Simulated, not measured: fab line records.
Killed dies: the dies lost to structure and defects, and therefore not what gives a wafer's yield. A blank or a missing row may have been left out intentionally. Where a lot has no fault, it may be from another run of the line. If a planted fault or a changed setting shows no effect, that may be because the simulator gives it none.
fab line records	flow sky130
record lots=7	wafers=21	last-day=50
route steps=708 shown VIA3@589 METAL4@598 PAD_OPEN@708
lots with no fault: from the same line, run without faults
start-h: hours from the record's opening day to when the first of the lot's shown wafers began	wait-h: time in hours since the lot's previous step	" as in the row above	L1.1+2: a single row standing in for several wafers	- either no value or no given start	* or withheld: withheld	< > ~ a bound
route shown NAME@n: names a module that has steps shown in the file, with the first one's number in the route	usual: mean/standard deviation of fault-free wafers	same: alike in all rows	chamber/n: place in a boat	sites: per-site readings	_std_site: the standard deviation of these	_edge_site: inner sites' mean taken away from outer sites' mean	radius-mm: for every site, how far away it sits from the centre of the wafer	mask NAME#n: copy n	behind: the tool/chamber that last shaped the wafer	hold: why the lot went on hold/how many hours it stayed there/how the hold came to an end	device: transistor that didn't switch, given as n, p or np	end of line: the route-end tests of the same wafers	step lacking rows: just its recipe	killed: dies lost to structure and defects at the first sort, not the wafer's yield	map: a wafer's dies, x killed, . not, _ none there
set.NAME: the setting as run; set.NAME@STEP: as run at that earlier step	model.NAME: the simulator's own value behind a step, which no gauge read
lots at selected steps of the route; one table per step, one row per wafer
services: the hour from which a tool's chamber was out of use, counted from the record's first day as start-h (under 0 if before that day), plus the number of hours and why
## steps
# step SKY_VIA3_STRIP_16
# recipe chemistry=O2/N2	power-w=1400	pressure-mtorr=1500	platen-temp-c=withheld	o2-flow-sccm=3000	n2-flow-sccm=300	overash-fraction=0.5
# step SKY_VIA3_STRIP_17
# recipe chemistry=post-etch-residue-remover	time-s=1200	temp-c=72.5
# step SKY_VIA3_CLEAN_18
# recipe chemistry=IPA	time-s=180	temp-c=25
# step SKY_VIA3_CLEAN_19
# recipe chemistry=O3/DIW	dry=n2-spin
# step SKY_VIA3_SPUTTER_20
# recipe material=TiN	target-thk-nm=20	chamber-pressure-pa=5	power-w=4000	time-s=80
# usual throttle-valve-pct=30.2/0.69
lot.wafer	tool	chamber	start-h	wait-h	throttle-valve-pct
L531.1	pvd-sputter-04	-	933.55	0.0	29.3
L531.3	"	-	"	"	30.7
L531.5	"	-	"	"	30.6
L538.3	pvd-sputter-03	-	992.38	0.0	29.6
L538.5	"	-	"	"	30.1
L538.6	"	-	"	"	29.4
L541.1	pvd-sputter-03	-	1007.94	0.0	30.5
L541.3	"	-	"	"	30.1
L541.6	"	-	"	"	29.5
L542.2	pvd-sputter-02	-	1011.28	0.0	29.0
L542.4	"	-	"	"	29.4
L542.6	"	-	"	"	31.2
L546.1	pvd-sputter-02	-	1039.97	0.0	29.0
L546.5	"	-	"	"	30.9
L546.6	"	-	"	"	29.6
L552.3	pvd-sputter-03	-	1088.37	0.0	29.9
L552.5	"	-	"	"	29.8
L552.6	"	-	"	"	30.1
L551.1	pvd-sputter-04	-	1094.76	0.0	30.9
L551.5	"	-	"	"	30.9
L551.6	"	-	"	"	31.0
# step SKY_VIA3_CVD_21
# recipe material=W	target-thk-nm=390	time-s=117.31	temp-c=400	pressure-torr=40
# usual heater-power-w=848/100
lot.wafer	tool	chamber	start-h	wait-h	heater-power-w
L531.1	cvd-w-01	1	933.61	0.0	853
L531.3	"	0	"	"	722
L531.5	"	0	"	"	733
L538.3	cvd-w-02	1	992.48	0.1	846
L538.5	"	0	"	"	1013
L538.6	"	1	"	"	836
L541.1	cvd-w-02	1	1008.00	0.0	831
L541.3	"	0	"	"	1015
L541.6	"	1	"	"	834
L542.2	cvd-w-01	1	1011.34	0.0	858
L542.4	"	1	"	"	839
L542.6	"	0	"	"	731
L546.1	cvd-w-02	1	1040.03	0.0	843
L546.5	"	0	"	"	1002
L546.6	"	1	"	"	833
L552.3	cvd-w-02	0	1088.48	0.1	1029
L552.5	"	1	"	"	821
L552.6	"	0	"	"	1040
L551.1	cvd-w-01	0	1094.82	0.0	721
L551.5	"	0	"	"	728
L551.6	"	1	"	"	832
# step SKY_VIA3_RS_MEAS_22
# recipe thk-meas-gauge=four-point-probe	reads=W_of_VIA3_CVD_21+TiN_of_VIA3_SPUTTER_20
# usual VIA3_W_RS=0.296/0.0045
lot.wafer	tool	chamber	start-h	wait-h	VIA3_W_RS[ohm/sq]
L531.1	film-metro-02	-	933.73	0.1	0.297
L531.3	"	-	"	"	0.293
L531.5	"	-	"	"	0.297
L538.3	film-metro-03	-	992.61	0.1	0.293
L538.5	"	-	"	"	0.299
L538.6	"	-	"	"	0.293
L541.1	film-metro-03	-	1008.12	0.1	0.286
L541.3	"	-	"	"	0.298
L541.6	"	-	"	"	0.291
L542.2	film-metro-04	-	1011.49	0.1	0.300
L542.4	"	-	"	"	0.300
L542.6	"	-	"	"	0.295
L546.1	film-metro-04	-	1040.16	0.1	0.292
L546.5	"	-	"	"	0.305
L546.6	"	-	"	"	0.293
L552.3	film-metro-03	-	1088.60	0.1	0.301
L552.5	"	-	"	"	0.295
L552.6	"	-	"	"	0.303
L551.1	film-metro-02	-	1094.94	0.1	0.291
L551.5	"	-	"	"	0.292
L551.6	"	-	"	"	0.298
# step SKY_VIA3_THK_MEAS_23
# recipe thk-meas-gauge=xrf	reads=W_of_VIA3_CVD_21
# usual VIA3_W_THK=383/6.8
lot.wafer	tool	chamber	start-h	wait-h	VIA3_W_THK[nm]
L531.1	film-metro-02	-	933.85	0.1	390
L531.3	"	-	"	"	394
L531.5	"	-	"	"	388
L538.3	film-metro-03	-	992.71	0.1	386
L538.5	"	-	"	"	375
L538.6	"	-	"	"	387
L541.1	film-metro-03	-	1008.24	0.1	394
L541.3	"	-	"	"	377
L541.6	"	-	"	"	389
L542.2	film-metro-04	-	1011.60	0.1	374
L542.4	"	-	"	"	375
L542.6	"	-	"	"	380
L546.1	film-metro-04	-	1040.28	0.1	384
L546.5	"	-	"	"	369
L546.6	"	-	"	"	386
L552.3	film-metro-03	-	1088.70	0.1	378
L552.5	"	-	"	"	385
L552.6	"	-	"	"	374
L551.1	film-metro-02	-	1095.06	0.1	393
L551.5	"	-	"	"	392
L551.6	"	-	"	"	384
# step SKY_VIA3_CMP_24
# recipe stop-on=SiO2	t-overpolish-s=20	down-force-psi=3.5	platen-rpm=60	target-thk-nm=0	pad-velocity-m-s=0.94248
# usual motor-current-A=11.3/0.73	overpolish-run-s=19.999/0.009	retaining-ring-pressure-frac=1.000/0.0051	slurry-filter-dp-kPa=13.51/0.14	time-to-endpoint-s=95/4.3
lot.wafer	tool	chamber	start-h	wait-h	motor-current-A	overpolish-run-s	retaining-ring-pressure-frac	slurry-filter-dp-kPa	time-to-endpoint-s
L531.3	cmp-01	1	933.91	0.0	11.3	19.990	1.000	13.54	99
L531.1	"	0	"	"	11.4	19.984	0.996	13.44	99
L531.5	"	2	"	"	10.8	19.995	1.008	13.47	93
L538.3	cmp-02	1	992.85	0.1	12.6	20.001	1.000	13.40	95
L538.5	"	3	"	"	10.6	19.998	1.004	13.45	88
L538.6	"	0	"	"	11.1	19.990	0.989	13.51	98
L541.1	cmp-01	0	1008.40	0.1	11.4	20.001	1.006	13.28	103
L541.3	"	1	"	"	10.9	19.988	1.000	13.58	97
L541.6	"	2	"	"	11.3	20.012	0.999	13.47	98
L542.2	cmp-02	3	1011.65	0.0	10.7	20.008	1.009	13.49	87
L542.4	"	2	"	"	10.7	20.006	1.000	13.45	91
L542.6	"	0	"	"	11.2	20.000	1.009	13.25	93
L546.1	cmp-01	3	1040.39	0.1	11.1	20.004	1.004	13.73	99
L546.5	"	2	"	"	11.1	20.008	1.001	13.67	94
L546.6	"	3	"	"	11.4	20.010	1.005	13.71	102
L552.3	cmp-02	3	1088.89	0.2	10.4	19.998	1.001	13.37	91
L552.6	"	0	"	"	11.8	19.998	0.995	13.36	95
L552.5	"	1	"	"	12.9	19.992	1.007	13.54	97
L551.1	cmp-01	1	1095.54	0.5	11.8	19.980	0.997	13.51	100
L551.6	"	0	"	"	11.2	19.992	1.002	13.64	97
L551.5	"	1	"	"	11.7	20.014	1.001	13.49	97
# step SKY_METAL4_SPUTTER_00
# recipe material=Ti	target-thk-nm=15	power-w=3000	time-s=10	chamber-pressure-pa=0.4
# usual throttle-valve-pct=30.4/0.68
lot.wafer	tool	chamber	start-h	wait-h	throttle-valve-pct
L531.1	pvd-sputter-03	-	934.21	0.1	30.1
L531.3	"	-	"	"	30.0
L531.5	"	-	"	"	30.4
L538.3	pvd-sputter-01	-	993.05	0.1	29.1
L538.5	"	-	"	"	31.2
L538.6	"	-	"	"	31.2
L541.1	pvd-sputter-01	-	1008.60	0.1	31.3
L541.3	"	-	"	"	31.1
L541.6	"	-	"	"	31.0
L542.2	pvd-sputter-01	-	1011.95	0.2	29.1
L542.4	"	-	"	"	31.1
L542.6	"	-	"	"	31.0
L546.1	pvd-sputter-03	-	1040.64	0.2	30.8
L546.5	"	-	"	"	30.0
L546.6	"	-	"	"	30.4
L552.3	pvd-sputter-04	-	1089.04	0.1	30.7
L552.5	"	-	"	"	31.0
L552.6	"	-	"	"	30.8
L551.1	pvd-sputter-01	-	1095.79	0.2	31.1
L551.5	"	-	"	"	31.0
L551.6	"	-	"	"	31.3
# step SKY_METAL4_SPUTTER_01
# recipe material=TiN	target-thk-nm=20	power-w=6500	time-s=16.7	chamber-pressure-pa=0.4
# usual throttle-valve-pct=30.4/0.67
lot.wafer	tool	chamber	start-h	wait-h	throttle-valve-pct
L531.1	pvd-sputter-03	-	934.23	0.0	29.8
L531.3	"	-	"	"	29.9
L531.5	"	-	"	"	30.5
L538.3	pvd-sputter-01	-	993.07	0.0	29.0
L538.5	"	-	"	"	31.1
L538.6	"	-	"	"	31.3
L541.1	pvd-sputter-01	-	1008.62	0.0	30.8
L541.3	"	-	"	"	31.3
L541.6	"	-	"	"	31.1
L542.2	pvd-sputter-01	-	1011.97	0.0	29.3
L542.4	"	-	"	"	31.2
L542.6	"	-	"	"	30.7
L546.1	pvd-sputter-03	-	1040.66	0.0	30.6
L546.5	"	-	"	"	29.8
L546.6	"	-	"	"	30.9
L552.3	pvd-sputter-04	-	1089.06	0.0	30.8
L552.5	"	-	"	"	30.9
L552.6	"	-	"	"	30.9
L551.1	pvd-sputter-01	-	1095.81	0.0	31.2
L551.5	"	-	"	"	31.0
L551.6	"	-	"	"	31.1
# step SKY_METAL4_SPUTTER_02
# recipe material=AlCu	target-thk-nm=735	power-w=10600	time-s=39.1	chamber-pressure-pa=0.4
# step SKY_METAL4_SPUTTER_03
# recipe material=Ti	target-thk-nm=5	power-w=3000	time-s=3.3	chamber-pressure-pa=0.4
# usual throttle-valve-pct=30.4/0.66
lot.wafer	tool	chamber	start-h	wait-h	throttle-valve-pct	model.Ti_of_METAL4_SPUTTER_03.thk-nm
L531.1	pvd-sputter-03	-	934.30	0.0	29.7	5.173
L531.3	"	-	"	"	30.1	5.156
L531.5	"	-	"	"	30.6	5.097
L538.3	pvd-sputter-01	-	993.13	0.0	29.1	4.816
L538.5	"	-	"	"	31.0	4.876
L538.6	"	-	"	"	31.1	3.855
L541.1	pvd-sputter-01	-	1008.69	0.0	31.2	3.803
L541.3	"	-	"	"	31.3	4.658
L541.6	"	-	"	"	31.3	3.814
L542.2	pvd-sputter-01	-	1012.03	0.0	29.3	3.93
L542.4	"	-	"	"	31.2	4.869
L542.6	"	-	"	"	31.0	3.831
L546.1	pvd-sputter-03	-	1040.72	0.0	30.5	4.983
L546.5	"	-	"	"	30.0	5.097
L546.6	"	-	"	"	30.5	4.967
L552.3	pvd-sputter-04	-	1089.12	0.0	31.0	4.98
L552.5	"	-	"	"	30.9	4.944
L552.6	"	-	"	"	30.5	4.987
L551.1	pvd-sputter-01	-	1095.87	0.0	31.3	4.876
L551.5	"	-	"	"	31.2	4.8
L551.6	"	-	"	"	31.4	4.906
# step SKY_METAL4_SPUTTER_04
# recipe material=TiN	target-thk-nm=70	power-w=6281	time-s=58.3	chamber-pressure-pa=0.4
# step SKY_PAD_OPEN_PROBE_99
# usual defect-limited-yield=82.3/2	killed_at_M0_to_M3=43/6.8	killed_at_M4_up=3.2/1.9	killed-at-contacts=24/5	killed-at-front-end=16/4.9	killed-at-other=0.4/0.76	killed-dies=87/10	killed-on-rim=17/3.9	killed-open=47/7.3	killed-short=39/6.2	sort_bin_3_pad_short=0.9/0.4	sort_bin_5_function=10.5/1.5	sort_bin_6_memory=6.4/1.2	sort-n-pass=405/10	sort-yield-pct=82.3/2
# same gross-dies=492	killed-at-back-side=0	sort_bin_4_leakage[%]=0	sort_bin_8_speed[%]=0
lot.wafer	tool	chamber	start-h	wait-h	defect-limited-yield[%]	killed_at_M0_to_M3	killed_at_M4_up	killed-at-contacts	killed-at-front-end	killed-at-other	killed-dies	killed-on-rim	killed-open	killed-short	sort_bin_3_pad_short[%]	sort_bin_5_function[%]	sort_bin_6_memory[%]	sort-n-pass	sort-yield-pct[%]
L531.1	prober-02	-	1077.70	0.1	80.7	55	2	24	14	0	95	16	64	31	1.2	10.8	7.3	397	80.7
L531.3	prober-02	-	1077.80	0.2	83.1	32	6	27	18	0	83	12	39	44	1.4	9.8	5.7	409	83.1
L531.5	prober-02	-	1077.90	0.2	81.1	49	5	21	18	0	93	24	48	45	1.4	10.4	7.1	399	81.1
L538.3	prober-01	-	1126.95	0.2	83.5	39	1	26	15	0	81	14	39	42	1.0	8.9	6.5	411	83.5
L538.5	prober-01	-	1127.05	0.2	81.5	40	0	35	15	1	91	18	52	39	1.2	11.8	5.5	401	81.5
L538.6	prober-01	-	1127.10	0.2	79.9	53	5	28	13	0	99	16	46	53	1.0	11.4	7.7	393	79.9
L541.1	prober-02	-	1141.12	0.1	82.3	41	4	19	19	4	87	19	42	43	1.0	10.8	5.9	405	82.3
L541.3	prober-02	-	1141.22	0.2	85.4	34	9	19	10	0	72	9	36	35	0.2	8.7	5.7	420	85.4
L541.6	prober-02	-	1141.37	0.2	81.5	49	2	24	14	2	91	19	55	33	0.6	12.0	5.9	401	81.5
L542.2	prober-01	-	1142.25	0.1	82.1	50	1	16	20	1	88	16	51	37	0.6	8.9	8.3	404	82.1
L542.4	prober-01	-	1142.35	0.2	82.9	47	4	19	14	0	84	12	46	38	0.8	10.8	5.5	408	82.9
L542.6	prober-01	-	1142.45	0.2	79.5	48	3	33	17	0	101	26	59	42	1.0	12.4	7.1	391	79.5
L546.1	prober-01	-	1165.21	0.1	85.2	35	2	17	19	0	73	7	41	31	1.2	9.1	4.5	419	85.2
L546.5	prober-01	-	1165.41	0.2	80.9	38	3	33	20	0	94	17	51	43	1.0	8.5	9.6	398	80.9
L546.6	prober-01	-	1165.46	0.2	82.9	42	5	22	15	0	84	18	43	41	0.8	10.8	5.5	408	82.9
L552.3	prober-02	-	1201.91	0.2	80.7	54	0	26	15	0	95	20	51	43	0.4	11.8	7.1	397	80.7
L552.5	prober-02	-	1202.01	0.2	81.9	49	3	22	15	0	89	16	44	43	0.6	11.8	5.7	403	81.9
L552.6	prober-02	-	1202.06	0.2	86.4	31	4	22	10	0	67	18	31	36	0.2	8.5	4.9	425	86.4
L551.1	prober-01	-	1208.75	0.1	85.0	34	3	23	14	0	74	15	41	33	1.0	8.5	5.5	418	85.0
L551.5	prober-01	-	1208.95	0.2	81.3	49	7	24	12	0	92	16	56	35	1.2	12.6	4.9	400	81.3
L551.6	prober-01	-	1209.00	0.2	84.1	41	8	14	14	1	78	16	36	42	1.4	7.3	7.1	414	84.1
# killed by level:class
L531.1 VIA1:geometric-particle:open=17 LI_CONTACT:geometric-particle:open=9 CONTACT:geometric-particle:open=8 VIA2:geometric-particle:open=7 METAL2:geometric-particle:short=7 VIA3:geometric-particle:open=7 METAL1:geometric-particle:short=6 POLY_GATE:geometric-particle:open=5
L531.3 CONTACT:geometric-particle:short=9 VIA1:geometric-particle:open=8 VIA1:geometric-particle:short=8 LI_CONTACT:geometric-particle:open=7 FIELD_ISO:geometric-particle:open=6 VIA2:geometric-particle:open=6 POLY_GATE:geometric-particle:short=5 LOCAL_INTERCONNECT:geometric-particle:short=5
L531.5 VIA2:geometric-particle:open=11 VIA1:geometric-particle:open=10 VIA3:geometric-particle:open=8 CONTACT:geometric-particle:open=7 VIA1:geometric-particle:short=7 CONTACT:geometric-particle:short=6 POLY_GATE:geometric-particle:open=6 POLY_GATE:geometric-particle:short=5
L538.3 CONTACT:geometric-particle:open=9 LI_CONTACT:geometric-particle:open=8 VIA1:geometric-particle:open=6 LOCAL_INTERCONNECT:geometric-particle:short=5 VIA1:geometric-particle:short=5 METAL1:geometric-particle:short=5 METAL2:geometric-particle:short=5 VIA3:geometric-particle:short=5
L538.5 CONTACT:geometric-particle:open=14 LI_CONTACT:geometric-particle:open=9 CONTACT:geometric-particle:short=7 VIA1:geometric-particle:open=7 VIA3:geometric-particle:open=7 METAL1:geometric-particle:short=6 VIA2:geometric-particle:open=6 VIA3:geometric-particle:short=5
L538.6 VIA1:geometric-particle:open=15 VIA1:geometric-particle:short=10 CONTACT:geometric-particle:open=8 CONTACT:geometric-particle:short=7 METAL1:geometric-particle:short=7 POLY_GATE:geometric-particle:open=5 LI_CONTACT:geometric-particle:open=5 LOCAL_INTERCONNECT:geometric-particle:short=5
L541.1 POLY_GATE:geometric-particle:short=7 VIA2:geometric-particle:open=7 CONTACT:geometric-particle:open=6 VIA3:geometric-particle:open=6 CONTACT:geometric-particle:short=5 VIA1:geometric-particle:open=5 FIELD_ISO:geometric-particle:short=4 VIA1:geometric-particle:short=4
L541.3 CONTACT:geometric-particle:open=8 METAL1:geometric-particle:short=8 METAL4:geometric-particle:short=6 VIA1:geometric-particle:open=5 METAL2:geometric-particle:short=5 FIELD_ISO:geometric-particle:open=4 LI_CONTACT:geometric-particle:open=4 VIA2:geometric-particle:open=4
L541.6 VIA1:geometric-particle:open=12 CONTACT:geometric-particle:open=8 VIA2:geometric-particle:open=8 VIA3:geometric-particle:open=8 FIELD_ISO:geometric-particle:open=6 VIA1:geometric-particle:short=6 LI_CONTACT:geometric-particle:open=5 METAL1:geometric-particle:short=5
L542.2 VIA1:geometric-particle:open=13 VIA3:geometric-particle:open=12 FIELD_ISO:geometric-particle:short=7 LI_CONTACT:geometric-particle:open=7 METAL3:geometric-particle:short=6 METAL1:geometric-particle:short=6 CONTACT:geometric-particle:open=5 VIA1:geometric-particle:short=4
L542.4 VIA1:geometric-particle:open=11 VIA3:geometric-particle:open=10 VIA2:geometric-particle:open=7 FIELD_ISO:geometric-particle:short=6 CONTACT:geometric-particle:short=6 CONTACT:geometric-particle:open=6 VIA1:geometric-particle:short=6 METAL3:geometric-particle:short=4
L542.6 CONTACT:geometric-particle:open=13 VIA1:geometric-particle:open=13 VIA3:geometric-particle:open=8 CONTACT:geometric-particle:short=7 LI_CONTACT:geometric-particle:open=6 VIA1:geometric-particle:short=6 FIELD_ISO:geometric-particle:open=5 POLY_GATE:geometric-particle:open=5
L546.1 VIA2:geometric-particle:open=8 FIELD_ISO:geometric-particle:open=7 POLY_GATE:geometric-particle:short=6 LI_CONTACT:geometric-particle:open=5 VIA1:geometric-particle:open=5 LOCAL_INTERCONNECT:geometric-particle:short=4 CONTACT:geometric-particle:open=4 VIA3:geometric-particle:open=4
L546.5 CONTACT:geometric-particle:open=12 VIA1:geometric-particle:open=8 LI_CONTACT:geometric-particle:open=7 CONTACT:geometric-particle:short=7 VIA2:geometric-particle:open=6 VIA1:geometric-particle:short=6 POLY_GATE:geometric-particle:short=5 LOCAL_INTERCONNECT:geometric-particle:short=5
L546.6 VIA1:geometric-particle:open=10 LOCAL_INTERCONNECT:geometric-particle:short=7 CONTACT:geometric-particle:open=6 METAL2:geometric-particle:short=6 LI_CONTACT:geometric-particle:open=5 VIA3:geometric-particle:open=5 METAL1:geometric-particle:short=5 FIELD_ISO:geometric-particle:open=4
L552.3 VIA1:geometric-particle:open=12 VIA2:geometric-particle:open=10 CONTACT:geometric-particle:open=10 METAL1:geometric-particle:short=10 VIA2:geometric-particle:short=8 LI_CONTACT:geometric-particle:open=7 FIELD_ISO:geometric-particle:short=5 CONTACT:geometric-particle:short=4
L552.5 VIA1:geometric-particle:open=11 CONTACT:geometric-particle:open=8 METAL1:geometric-particle:short=7 VIA1:geometric-particle:short=7 LI_CONTACT:geometric-particle:open=6 VIA2:geometric-particle:open=6 METAL2:geometric-particle:short=4 FIELD_ISO:geometric-particle:short=3
L552.6 VIA1:geometric-particle:open=9 LI_CONTACT:geometric-particle:short=5 LOCAL_INTERCONNECT:geometric-particle:short=5 CONTACT:geometric-particle:open=5 METAL1:geometric-particle:short=5 VIA1:geometric-particle:short=5 POLY_GATE:geometric-particle:open=3 LI_CONTACT:geometric-particle:open=3
L551.1 CONTACT:geometric-particle:open=10 VIA3:geometric-particle:open=8 VIA1:geometric-particle:open=7 LI_CONTACT:geometric-particle:open=6 VIA1:geometric-particle:short=6 VIA3:geometric-particle:short=5 FIELD_ISO:geometric-particle:open=4 FIELD_ISO:geometric-particle:short=4
L551.5 VIA1:geometric-particle:open=15 LI_CONTACT:geometric-particle:open=11 VIA3:geometric-particle:open=11 CONTACT:geometric-particle:open=6 METAL2:geometric-particle:short=6 CONTACT:geometric-particle:short=5 VIA2:geometric-particle:short=5 FIELD_ISO:geometric-particle:open=4
L551.6 VIA1:geometric-particle:open=9 METAL2:geometric-particle:short=8 METAL4:geometric-particle:short=7 LI_CONTACT:geometric-particle:open=5 LOCAL_INTERCONNECT:geometric-particle:short=4 CONTACT:geometric-particle:open=4 METAL1:geometric-particle:short=4 VIA2:geometric-particle:open=4
## services
tool	chamber	start-h	hours	kind
cmp-01	-	912.16	4.0	pm
cmp-02	-	913.78	4.6	repair
cmp-01	-	916.16	-	consumable-replace:conditioner
cmp-01	-	916.16	-	consumable-replace:pad
cvd-w-02	-	935.30	2.8	pm
pvd-sputter-01	-	953.83	4.6	repair
pvd-sputter-04	0	958.13	-	consumable-replace:kit
pvd-sputter-04	0	958.13	18.0	scheduled-down
pvd-sputter-04	0	958.13	18.0	vent-cycle
cmp-01	-	978.68	4.7	repair
pvd-sputter-04	-	988.84	52.3	repair
cvd-w-01	-	990.80	6.0	pm
pvd-sputter-01	1	993.20	-	consumable-replace:kit
pvd-sputter-01	1	993.20	18.0	scheduled-down
pvd-sputter-01	1	993.20	18.0	vent-cycle
cvd-w-01	-	997.77	1.2	repair
pvd-sputter-03	0	1036.10	-	consumable-replace:kit
pvd-sputter-03	0	1036.10	18.0	scheduled-down
pvd-sputter-03	0	1036.10	18.0	vent-cycle
cvd-w-01	-	1063.64	2.8	pm
pvd-sputter-01	-	1067.36	2.2	repair
cmp-01	-	1083.62	0.3	repair
cmp-02	-	1084.17	4.0	pm
cmp-02	-	1090.48	4.8	pm
## key
first-sign none at tools or gauges
model-effect step=SKY_METAL4_SPUTTER_03	value=Ti_of_METAL4_SPUTTER_03.thk-nm	without=4.764	struck=3.847
met-at SKY_METAL4_SPUTTER_03
struck-wafers L538.6,L541.1,L541.6,L542.2,L542.6
fault kind=process-parameter-drift	tool=pvd-sputter-01	chamber=-	onset-h=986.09	steps=SKY_METAL4_SPUTTER_03	channel=time-s	offset=*	shape=step	end-h=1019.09	scope=struck-wafers-only	acts-in=*	stated=*
